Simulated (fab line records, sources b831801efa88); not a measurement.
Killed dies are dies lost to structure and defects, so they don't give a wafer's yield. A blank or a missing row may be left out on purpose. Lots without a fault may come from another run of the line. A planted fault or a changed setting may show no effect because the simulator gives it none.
Which tool did it? | flow gf180mcu | 13 lots, 39 wafers sampled, at 5 steps of a route of 602

WHAT THE GAUGES READ, wafer by wafer
GF_VT_IMPLANT_RS_MEAS_46: measures by four-point-probe. Usual: MVSD_RS 456.6 ohm/sq, standard deviation 1.1.
lot  | measured     | on            | MVSD_RS (ohm/sq)  | flag
L613 | day 7 13:43  | film_metro-03 | 457.6 458.3 455.8 |
L614 | day 7 18:27  | film_metro-04 | 455.1 454.8 455.6 |
L615 | day 8 01:51  | film_metro-04 | 456.2 453.7 455.6 |
L616 | day 8 09:31  | film_metro-04 | 454.9 455.6 455.2 |
L618 | day 8 22:44  | film_metro-01 | 456.6 458.1 456.3 |
L619 | day 9 05:25  | film_metro-01 | 457.0 457.8 456.2 |
L620 | day 9 13:37  | film_metro-01 | 455.5 456.8 456.5 |
L624 | day 10 18:14 | film_metro-03 | 489.0 490.3 492.5 | OFF
L625 | day 10 22:37 | film_metro-03 | 491.3 491.6 491.7 | OFF
L629 | day 11 23:05 | film_metro-01 | 456.6 456.9 456.1 |
L634 | day 13 04:29 | film_metro-03 | 456.0 457.5 456.7 |
L635 | day 13 12:40 | film_metro-01 | 454.8 455.5 454.7 |
L636 | day 13 19:32 | film_metro-01 | 455.8 455.6 455.2 |

GF_CONTACT_RS_MEAS_25: measures by four-point-probe. Usual: CONTACT_W_RS 0.383 ohm/sq, standard deviation 0.004.
lot  | measured     | on            | CONTACT_W_RS (ohm/sq) | flag
L613 | day 15 20:18 | film_metro-04 | 0.386 0.380 0.383     |
L614 | day 15 23:25 | film_metro-01 | 0.389 0.385 0.386     |
L615 | day 16 08:58 | film_metro-04 | 0.385 0.390 0.379     |
L616 | day 17 01:35 | film_metro-01 | 0.390 0.383 0.386     |
L618 | day 17 22:19 | film_metro-04 | 0.389 0.387 0.388     |
L619 | day 18 12:53 | film_metro-04 | 0.386 0.383 0.387     |
L620 | day 18 22:50 | film_metro-01 | 0.384 0.389 0.379     |
L624 | day 20 22:14 | film_metro-04 | 0.385 0.382 0.381     |
L625 | day 20 23:08 | film_metro-04 | 0.380 0.379 0.376     |
L629 | day 22 07:20 | film_metro-01 | 0.379 0.382 0.387     |
L634 | day 23 12:03 | film_metro-01 | 0.381 0.381 0.381     |
L635 | day 23 20:02 | film_metro-04 | 0.374 0.379 0.377     |
L636 | day 24 04:46 | film_metro-04 | 0.383 0.385 0.384     |

WHICH TOOL RAN EACH LOT (tool, then ch and the chambers of the sampled wafers, then the start)
lot  | GF_MVSD_IMPLANT_09              | GF_HV_LDD_RTA_52                 | GF_CONTACT_SPUTTER_22
L613 | implanter-02 ch 0, day 4 10:10  | rtp_anneal-01 ch 0, day 12 06:05 | pvd_sputter-02, day 15 20:06
L614 | implanter-02 ch 0, day 4 15:47  | rtp_anneal-01 ch 0, day 12 10:07 | pvd_sputter-03, day 15 23:12
L615 | implanter-02 ch 0, day 4 20:59  | rtp_anneal-01 ch 0, day 12 19:10 | pvd_sputter-04, day 16 08:44
L616 | implanter-04 ch 0, day 5 02:52  | rtp_anneal-02 ch 0, day 13 07:23 | pvd_sputter-03, day 17 01:23
L618 | implanter-03 ch 0, day 5 15:47  | rtp_anneal-02 ch 0, day 14 00:49 | pvd_sputter-04, day 17 22:05
L619 | implanter-04 ch 0, day 5 20:49  | rtp_anneal-01 ch 0, day 14 13:27 | pvd_sputter-03, day 18 12:41
L620 | implanter-04 ch 0, day 6 04:43  | rtp_anneal-01 ch 0, day 14 21:42 | pvd_sputter-02, day 18 22:32
L624 | implanter-03 ch 0, day 7 05:22  | rtp_anneal-02 ch 0, day 16 16:14 | pvd_sputter-03, day 20 22:02
L625 | implanter-03 ch 0, day 7 09:46  | rtp_anneal-01 ch 0, day 16 16:29 | pvd_sputter-02, day 20 22:56
L629 | implanter-02 ch 0, day 8 07:41  | rtp_anneal-02 ch 0, day 17 23:54 | pvd_sputter-03, day 22 07:07
L634 | implanter-02 ch 0, day 9 11:59  | rtp_anneal-02 ch 0, day 19 07:49 | pvd_sputter-02, day 23 11:47
L635 | implanter-02 ch 0, day 9 18:16  | rtp_anneal-01 ch 0, day 19 15:28 | pvd_sputter-03, day 23 19:48
L636 | implanter-04 ch 0, day 10 00:36 | rtp_anneal-01 ch 0, day 20 02:03 | pvd_sputter-03, day 24 04:33
- GF_MVSD_IMPLANT_09
- GF_HV_LDD_RTA_52: time 10 s.
- GF_CONTACT_SPUTTER_22: material Ti, target thk 15 nm, time 80.02 s.

WHAT THE TOOLS THEMSELVES READ (means of the sampled wafers that have a number; where no wafer has one, the mark that the record gives instead)
GF_MVSD_IMPLANT_09. Usual: dose_ions_cm2 5e+12, standard deviation 5.1e+09; faraday_current_uA 28.2, standard deviation 0.59.
lot  | tool         | dose_ions_cm2 | faraday_current_uA | flag
L613 | implanter-02 | 5e+12         | 28.4               |
L614 | implanter-02 | 5e+12         | 28.4               |
L615 | implanter-02 | 5e+12         | 27.9               |
L616 | implanter-04 | 5e+12         | 28.6               |
L618 | implanter-03 | 5e+12         | 27.8               |
L619 | implanter-04 | 5e+12         | 28.0               |
L620 | implanter-04 | 5e+12         | 28.3               |
L624 | implanter-03 | 3e+12         | 17.3               | OFF
L625 | implanter-03 | 3e+12         | 17.2               | OFF
L629 | implanter-02 | 5e+12         | 27.9               |
L634 | implanter-02 | 5e+12         | 28.7               |
L635 | implanter-02 | 5e+12         | 28.3               |
L636 | implanter-04 | 5e+12         | 28.0               |

GF_HV_LDD_RTA_52. Usual: chamber_o2_ppm 1.996, standard deviation 0.02; lamp_power_pct 37.1 %, standard deviation 2; wafer_temp_C_max 1006.8, standard deviation 1.5.
lot  | tool          | chamber_o2_ppm | lamp_power_pct (%) | wafer_temp_C_max | flag
L613 | rtp_anneal-01 | 1.997          | 35.4               | 1005.2           |
L614 | rtp_anneal-01 | 1.993          | 35.4               | 1005.7           |
L615 | rtp_anneal-01 | 1.987          | 35.4               | 1006.4           |
L616 | rtp_anneal-02 | 1.988          | 39.4               | 1006.7           |
L618 | rtp_anneal-02 | 1.997          | 39.4               | 1007.5           |
L619 | rtp_anneal-01 | 2.005          | 35.4               | 1006.0           |
L620 | rtp_anneal-01 | 1.979          | 35.4               | 1005.6           |
L624 | rtp_anneal-02 | 2.001          | 39.4               | 1007.9           |
L625 | rtp_anneal-01 | 1.976          | 35.4               | 1005.7           |
L629 | rtp_anneal-02 | 1.988          | 39.4               | 1007.6           |
L634 | rtp_anneal-02 | 1.996          | 39.4               | 1008.3           |
L635 | rtp_anneal-01 | 1.984          | 35.4               | 1006.2           |
L636 | rtp_anneal-01 | 1.982          | 35.4               | 1005.5           |

GF_CONTACT_SPUTTER_22. Usual: cathode_dc_power_W 2500.0 W, standard deviation 0.44; throttle_valve_pct 29.8 %, standard deviation 1.4.
lot  | tool           | cathode_dc_power_W (W) | throttle_valve_pct (%) | flag
L613 | pvd_sputter-02 | 2500.3                 | 29.9                   |
L614 | pvd_sputter-03 | 2499.4                 | 30.6                   |
L615 | pvd_sputter-04 | 2500.1                 | 30.4                   |
L616 | pvd_sputter-03 | 2499.6                 | 28.9                   |
L618 | pvd_sputter-04 | 2500.4                 | 30.1                   |
L619 | pvd_sputter-03 | 2500.0                 | 31.4                   |
L620 | pvd_sputter-02 | 2500.0                 | 30.7                   |
L624 | pvd_sputter-03 | 2499.8                 | 30.5                   |
L625 | pvd_sputter-02 | 2499.9                 | 30.6                   |
L629 | pvd_sputter-03 | 2500.3                 | 28.8                   |
L634 | pvd_sputter-02 | 2499.7                 | 30.7                   |
L635 | pvd_sputter-03 | 2500.0                 | 29.6                   |
L636 | pvd_sputter-03 | 2500.4                 | 29.8                   |

THE ANSWER, worked out from the rows above alone
Rule: a lot is off if the mean of its wafers that have a number lies more than 3 standard deviations from the usual mean. A lot without any number at a reading at which 4 lots or more have one is off too. The other lots that the step has rows for count as sound. The gauges are gone through in route order, then the tools' own readings, and for those a lot's mean is taken as printed above. The first step at which some lot is off is used, and at that step the reading that is off furthest; a lot without a number counts as furthest.
Off: L624, L625, at GF_VT_IMPLANT_RS_MEAS_46 (MVSD_RS).
A tool fits if, at a process step before that reading, it ran every lot that is off, and no sound lot after the first of them. The gauges at GF_VT_IMPLANT_RS_MEAS_46 aren't tried: what is off there is off at GF_MVSD_IMPLANT_09 too, on other tools, and a gauge's error can't cause that. One fits: implanter-03 at GF_MVSD_IMPLANT_09. Its last sound lot is L618 (day 5 15:47), its first lot that is off L624 (day 7 05:22): a fault that began between those two fits.
The tool's own readings at GF_MVSD_IMPLANT_09 bear it out: on the lots that are off they differ by more than 5 times the standard deviation of the sound lots' means. dose_ions_cm2 reads 3e+12 there against 5e+12 on the sound lots; faraday_current_uA reads 17.2 there against 28.2 on the sound lots.

WHAT THE SIMULATOR HAD PUT IN
Process parameter drift: implanter-03, from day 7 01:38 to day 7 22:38, at GF_MVSD_IMPLANT_09. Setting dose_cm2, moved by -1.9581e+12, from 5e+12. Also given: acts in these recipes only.
Lots struck among those shown: L624, L625. The rule above found the same.
